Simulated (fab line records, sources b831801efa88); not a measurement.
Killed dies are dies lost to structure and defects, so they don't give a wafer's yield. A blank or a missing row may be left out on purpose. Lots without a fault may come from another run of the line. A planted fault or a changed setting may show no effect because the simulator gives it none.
A struck lot beside a sound one | flow sky130 | 39 steps out of a route of 708
Sound: wafers L730.1, L730.5, L730.6. Struck: wafers L737.2, L737.3, L737.6. The cause comes at the end.
At each step with rows: each side's tool, then ch and its chambers, then its first start. Under that, the readings that differ: sound wafers | struck wafers | difference of the means | sigmas: that difference in standard deviations of wafers without a fault.
alike: readings whose means differ by less than 2 such deviations, and words and numbers that are the same on both sides. not compared: withheld readings, readings that some wafer has no value for, bounds like >300 that may hide the same value, and numbers for which the record gives no deviation and whose values overlap.
The two part at a step that has a row with sigmas, a row that says differs or no value, or rows on one side only. Numbers that don't overlap but have no deviation are shown without sigmas and don't part them. A reading that every wafer of one side lacks parts them only if that side has two wafers or more.

first, 10 steps without rows for these wafers: SKY_VT_ADJUST_LVTN_HMDS_12 (prime time 60 s); SKY_VT_ADJUST_LVTN_COAT_13 (resist thk 1140 nm); SKY_VT_ADJUST_LVTN_SOFTBAKE_14 (time 60 s); SKY_VT_ADJUST_LVTN_EXPOSE_15 (exposes mask HVN STD DERIVED, target cd 600 nm); SKY_VT_ADJUST_LVTN_PEB_16; SKY_VT_ADJUST_LVTN_DEVELOP_17 (develop time 60 s); SKY_VT_ADJUST_LVTN_IMPLANT_19; SKY_VT_ADJUST_LVTN_STRIP_20 (strips in O2/N2); SKY_VT_ADJUST_NCORE_DEHYDRATE_00 (time 60 s); SKY_VT_ADJUST_NCORE_HMDS_01 (prime time 60 s).
SKY_VT_ADJUST_NCORE_COAT_02: resist thk 1140 nm.
  sound on litho_track-01 ch 0, day 10 12:44; struck on litho_track-01, day 12 15:13
  no value came back on the struck wafers for chill_plate_temp_C (C), dispense_pressure_kPa (kPa); on the sound wafers chill_plate_temp_C (C) reads 23.07 23.09 22.97
then, 4 steps without rows for these wafers: SKY_VT_ADJUST_NCORE_SOFTBAKE_03 (time 60 s); SKY_VT_ADJUST_NCORE_EXPOSE_04 (exposes mask LVTN COMPLEMENT THIN, target cd 380 nm); SKY_VT_ADJUST_NCORE_PEB_05; SKY_VT_ADJUST_NCORE_DEVELOP_06 (develop time 60 s).
SKY_VT_ADJUST_NCORE_CD_MEAS_07: target cd 380 nm.
  sound on cd_sem-01, day 11 07:23; struck on cd_sem-01, day 13 04:01
  reading    | sound       | struck | difference                    | sigmas
  cd_nm (nm) | 377 378 380 | - - -  | no value on the struck wafers |
SKY_VT_ADJUST_NCORE_OVL_MEAS_08:
  sound on overlay-01, day 11 07:31; struck on overlay-01, day 13 04:07
  reading                  | sound         | struck | difference                    | sigmas
  VT_ADJUST_NCORE_OVL (nm) | 0.0 -1.3 -1.6 | - - -  | no value on the struck wafers |
then, 11 steps without rows for these wafers: SKY_VT_ADJUST_NCORE_IMPLANT_09; SKY_VT_ADJUST_NCORE_STRIP_10 (strips in O2/N2); SKY_VT_ADJUST_HVTR_DEHYDRATE_00 (time 60 s); SKY_VT_ADJUST_HVTR_HMDS_01 (prime time 60 s); SKY_VT_ADJUST_HVTR_COAT_02 (resist thk 1140 nm); SKY_VT_ADJUST_HVTR_SOFTBAKE_03 (time 60 s); SKY_VT_ADJUST_HVTR_EXPOSE_04 (exposes mask HVTRM, target cd 380 nm); SKY_VT_ADJUST_HVTR_PEB_05; SKY_VT_ADJUST_HVTR_DEVELOP_06 (develop time 60 s); SKY_VT_ADJUST_HVTR_IMPLANT_09; SKY_VT_ADJUST_HVTR_STRIP_10 (strips in O2/N2).
SKY_VT_ADJUST_HVTR_TW_MEAS_11:
  sound on film_metro-04, day 12 07:23; struck on film_metro-04, day 14 05:15
  reading           | sound             | struck            | difference | sigmas
  VT_ADJUST_HVTR_TW | 212.5 211.5 212.9 | 264.7 265.9 265.5 | +53.1      | +23
then, 7 steps without rows for these wafers: SKY_VT_ADJUST_PCH_DEHYDRATE_00 (time 60 s); SKY_VT_ADJUST_PCH_HMDS_01 (prime time 60 s); SKY_VT_ADJUST_PCH_COAT_02 (resist thk 3000 nm); SKY_VT_ADJUST_PCH_SOFTBAKE_03; SKY_VT_ADJUST_PCH_EXPOSE_04 (exposes mask NWM, target cd 840 nm); SKY_VT_ADJUST_PCH_PEB_05; SKY_VT_ADJUST_PCH_DEVELOP_06 (develop time 60 s).
SKY_VT_ADJUST_PCH_TW_MEAS_10:
  sound on film_metro-02, day 13 08:43; struck on film_metro-02, day 15 08:23
  reading          | sound             | struck            | difference | sigmas
  VT_ADJUST_PCH_TW | 142.4 142.8 142.4 | 231.8 233.0 231.0 | +89.4      | +64
SKY_SONOS_TUNNEL_TW_MEAS_12:
  sound on film_metro-03, day 14 10:24; struck on film_metro-03, day 16 12:29
  reading         | sound             | struck            | difference | sigmas
  SONOS_TUNNEL_TW | 194.1 194.6 193.9 | 251.1 251.6 250.6 | +56.9      | +26
-- the record jumps here: 35 days lie between the struck wafers' starts before and after (it left off in module SONOS_TUNNEL and takes up again in module PAD_OPEN, whose first step shown is number 708 of the route) --
SKY_PAD_OPEN_PROBE_99:
  sound on prober-01, day 47 21:02; struck on prober-01, day 51 10:55
  reading             | sound    | struck      | difference | sigmas
  killed_at_front_end | 18 20 12 | 425 428 438 | +414       | +92
  killed_dies         | 85 91 80 | 492 492 492 | +407       | +41
  killed_on_rim       | 19 18 21 | 96 96 96    | +77        | +20
  alike: killed_at_M0_to_M3, killed_at_M4_up, killed_at_contacts, killed_open, killed_short

WHERE THEY PART
First at SKY_VT_ADJUST_NCORE_COAT_02; last, within this record, at SKY_PAD_OPEN_PROBE_99.

WHY: what the simulator had put in
Skipped step whole: litho_track-01, from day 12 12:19 on, at SKY_VT_ADJUST_NCORE_COAT_02. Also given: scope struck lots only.
